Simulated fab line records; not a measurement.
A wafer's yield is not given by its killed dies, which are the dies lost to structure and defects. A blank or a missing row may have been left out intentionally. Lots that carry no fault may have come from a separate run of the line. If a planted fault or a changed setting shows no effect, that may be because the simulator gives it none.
Code-filled problem report in 8D (eight disciplines) form || flow sfq_line || the parts of the form that need people (team, actions taken, sign-off) are left out

1. WHAT IS WRONG
Mean of rf_fwd_power_W at SFQ_TRILAYER_I4_VIA_BARC_OPEN_VIA_ETCH_146: 694.9 W across 6 wafers in 2 lots; on wafers with no fault it is 494.8 W (standard deviation 1.8). That is +99 or more standard deviations from the usual mean.
The step: etches BARC in O2, target depth 125 nm, time 41.7 s.
The first sign was on wafer L756.1 at day 52 19:19, on rie_diel-02. At this step, 18 wafers from 6 lots have a number in the record. By rule, "out" or "out of limits" means more than 4 standard deviations away from the usual mean. The other wafers with a number count as sound.

2. WHAT THIS IS AND IS NOT
{"question": "which readings at this step", "is": "rf_fwd_power_W", "is not": "-"}
{"question": "which lots", "is": "L756, L759", "is not": "L767, L768, L771, L772"}
{"question": "which wafers of those lots", "is": "all that have a number", "is not": "-"}
{"question": "read on which tools", "is": "rie_diel-02", "is not": "rie_diel-01, rie_diel-03"}
{"question": "when", "is": "from day 52 19:19", "is not": "up to then (0 sound wafers); but 12 sound wafers of L767, L768, L771, L772 came after"}

3. THE SUSPECTS, EACH WITH WHAT RULES IT OUT
Counting: any tool at a process step up to the reading is kept as a suspect provided that every lot that is out went through it and no sound lot did after the first of them.
- pecvd-02 at SFQ_TRILAYER_I4_DEP_PECVD_099 (deposits SiO2 from SiH4/N2O, time 111.11 s, target thk 500 nm): ruled out as a lasting fault. Sound lots L767 ran on it after its first lot that is out, L756 (day 47 03:35).
- cmp-01 at SFQ_TRILAYER_I4_CMP_CMP_100 (polishes SiO2): ruled out as a lasting fault. Sound lots L767 ran on it after its first lot that is out, L756 (day 47 06:08).
- rie_diel-02 at SFQ_TRILAYER_I4_VIA_BARC_OPEN_VIA_ETCH_146 (etches BARC in O2, target depth 125 nm, time 41.7 s): ruled out as a lasting fault. Sound lots L767 ran on it after its first lot that is out, L756 (day 52 19:19).
Left after counting: nothing in the record.

4. THE CAUSE (what the simulator had put in)
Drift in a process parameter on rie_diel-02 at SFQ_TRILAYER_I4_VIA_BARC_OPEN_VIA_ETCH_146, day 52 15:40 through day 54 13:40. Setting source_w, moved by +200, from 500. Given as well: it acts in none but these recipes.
Counting ruled it out, wrongly.

5. THE CHAIN OF EFFECTS, in route order
Each row: a reading where the mean over the struck wafers with a number is more than 3 standard deviations away from the usual. Only readings for which the record gives a usual standard deviation are gone through. hours: the time from each lot's start at the first step in this table that gives one to its start at this step, as a median over the lots. sigmas: the change in usual standard deviations.
{"hours": 0, "step": "SFQ_TRILAYER_I4_VIA_BARC_OPEN_VIA_ETCH_146", "reading": "rf_fwd_power_W", "usual": "494.8 W", "on struck wafers": 694.9, "change": "+200.1", "sigmas": "+99 or more"}
Its process steps:
- SFQ_TRILAYER_I4_VIA_BARC_OPEN_VIA_ETCH_146: etches BARC in O2, target depth 125 nm, time 41.7 s.

6. HOW IT WOULD HAVE BEEN CAUGHT EARLIER
In this record the first reading out of limits was taken at day 52 19:19, 4 hours after the fault began at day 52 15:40.
